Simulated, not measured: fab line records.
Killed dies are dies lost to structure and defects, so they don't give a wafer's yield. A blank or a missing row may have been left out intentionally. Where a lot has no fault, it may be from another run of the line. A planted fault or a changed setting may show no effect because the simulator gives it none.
Which of the tools did it? ; flow sky130 ; 14 lots with 42 wafers sampled at 4 steps, on a route of 708 steps

== WHAT THE GAUGES READ, wafer by wafer ==
SKY_FIELD_ISO_THK_MEAS_04.
lot;measured;on;FIELD_ISO_CVD_03_THK (nm)
L923;day 1 14:44;film-metro-04;165.7 165.7 164.8
L924;day 1 19:17;film-metro-04;164.3 164.9 164.9
L925;day 2 00:00;film-metro-04;165.7 163.4 165.2
L927;day 2 09:51;film-metro-01;165.8 164.7 164.0
L928;day 2 14:29;film-metro-04;163.1 163.0 163.2
L929;day 2 19:29;film-metro-01;159.3 160.6 161.0
L930;day 3 00:29;film-metro-04;165.2 163.8 163.9
L931;day 3 05:29;film-metro-04;164.8 163.3 163.0
L932;day 3 10:30;film-metro-02;163.7 163.7 163.5
L933;day 3 17:20;film-metro-02;163.0 163.9 161.6
L939;day 4 23:35;film-metro-04;162.7 163.6 164.0
L940;day 5 02:35;film-metro-04;165.1 163.5 163.6
L945;day 6 03:30;film-metro-04;166.0 165.8 165.5
L946;day 6 08:58;film-metro-02;164.2 162.2 164.1

SKY_PWDE_TW_MEAS_10.
lot;measured;on;PWDE_TW
L923;day 3 17:21;film-metro-01;370.9 371.6 372.1
L924;day 3 23:08;film-metro-03;376.4 375.2 376.2
L925;day 4 04:19;film-metro-01;371.4 372.4 373.0
L927;day 4 16:10;film-metro-01;372.6 371.5 372.5
L928;day 4 19:05;film-metro-01;373.2 370.4 370.6
L929;day 5 02:14;film-metro-03;374.0 375.1 375.2
L930;day 5 08:48;film-metro-03;374.3 371.9 374.2
L931;day 5 13:13;film-metro-01;376.5 374.1 373.1
L932;day 5 18:07;film-metro-02;377.4 377.1 377.5
L933;day 6 01:09;film-metro-01;375.9 377.2 378.1
L945;day 8 20:44;film-metro-03;374.7 373.2 373.8
L946;day 9 05:48;film-metro-02;374.3 374.1 374.4

SKY_NWELL_RS_MEAS_29: the measuring method here is four-point-probe.
lot;measured;on;NWELL_RS (ohm/sq)
L923;day 5 02:44;film-metro-03;625.3 626.3 625.9
L924;day 5 10:43;film-metro-03;627.2 627.7 626.0
L925;day 5 14:52;film-metro-02;621.8 621.4 622.1
L927;day 6 03:34;film-metro-02;624.6 624.3 625.1
L928;day 6 06:04;film-metro-02;624.6 624.0 623.8
L929;day 6 14:21;film-metro-01;627.9 628.8 627.7
L930;day 6 20:04;film-metro-03;624.7 624.0 625.0
L931;day 7 01:49;film-metro-01;625.8 626.6 626.1
L932;day 7 05:22;film-metro-02;620.3 622.7 622.1
L933;day 7 15:22;film-metro-01;626.0 627.2 626.7
L945;day 10 17:32;film-metro-02;622.0 623.7 621.9
L946;day 11 04:20;film-metro-03;625.1 623.0 624.9

== WHICH TOOL RAN EACH LOT (tool, then ch and the chambers of the sampled wafers, then the start) ==
lot;SKY_FIELD_ISO_WET_ETCH_29
L923;wet-bench-02 ch 2, day 2 08:41
L924;wet-bench-04 ch 2, day 2 13:57
L925;wet-bench-04 ch 1, day 2 18:38
L927;wet-bench-03 ch 0, day 3 04:50
L928;wet-bench-02 ch 3, day 3 09:43
L929;wet-bench-04 ch 3, day 3 14:41
L930;wet-bench-04 ch 0, day 3 20:14
L931;wet-bench-04 ch 2, day 4 01:37
L932;wet-bench-03 ch 3, day 4 05:25
L933;wet-bench-04 ch 0, day 4 13:28
L939;wet-bench-03 ch 3, day 5 21:28
L940;wet-bench-02 ch 2, day 6 01:22
L945;wet-bench-02 ch 3, day 7 01:58
L946;wet-bench-04 ch 2, day 7 08:37
- SKY_FIELD_ISO_WET_ETCH_29: etches Si3N4 in H3PO4, target depth 160 nm, time 1825 s.

== WHAT THE TOOLS THEMSELVES READ (means of the sampled wafers that have a number; where no wafer has one, the mark that the record gives instead) ==
SKY_FIELD_ISO_WET_ETCH_29.
lot;tool;bath-guard-temp-C (C);bath-heat-duty-pct (%)
L923;wet-bench-02;159.7;28.7
L924;wet-bench-04;160.3;25.4
L925;wet-bench-04;159.8;25.1
L927;wet-bench-03;160.0;27.5
L928;wet-bench-02;159.7;23.9
L929;wet-bench-04;159.8;24.5
L930;wet-bench-04;159.2;27.5
L931;wet-bench-04;160.2;23.4
L932;wet-bench-03;160.0;26.4
L933;wet-bench-04;159.5;26.0
L939;wet-bench-03;-;-
L940;wet-bench-02;-;-
L945;wet-bench-02;159.3;23.9
L946;wet-bench-04;160.4;25.0

== THE ANSWER, worked out from the rows above alone ==
Rule: what is usual is taken from the lots themselves. The widest of any qualifying gaps counts: lots, ordered by their means at a reading, are off when they make up no more than a third of the lots, leave a main group of 4 or more, and stand apart from it by 3 or more times the standard deviation of that group's means. Not used: any main group whose means are identical at the precision the tables above print for the reading. Also off: a lot with no number at a reading for which 4 or more lots have one. All remaining lots with rows at the step are treated as sound. First the gauges in route order, then the tools' own readings, where a lot's mean is used as printed above. At the first step where some lot is off, the reading lying furthest off is the one used; lots without a number count as furthest.
Off, at SKY_FIELD_ISO_WET_ETCH_29 on bath-guard-temp-C: L939, L940. Without a number there: L939, L940. Mean 159.8 C and standard deviation 0.36 in the main group.
A tool fits if, at that step or a process step before it, it ran every lot that is off, and no sound lot after the first of them. No candidate that was tried fits.

== WHAT THE SIMULATOR HAD PUT IN ==
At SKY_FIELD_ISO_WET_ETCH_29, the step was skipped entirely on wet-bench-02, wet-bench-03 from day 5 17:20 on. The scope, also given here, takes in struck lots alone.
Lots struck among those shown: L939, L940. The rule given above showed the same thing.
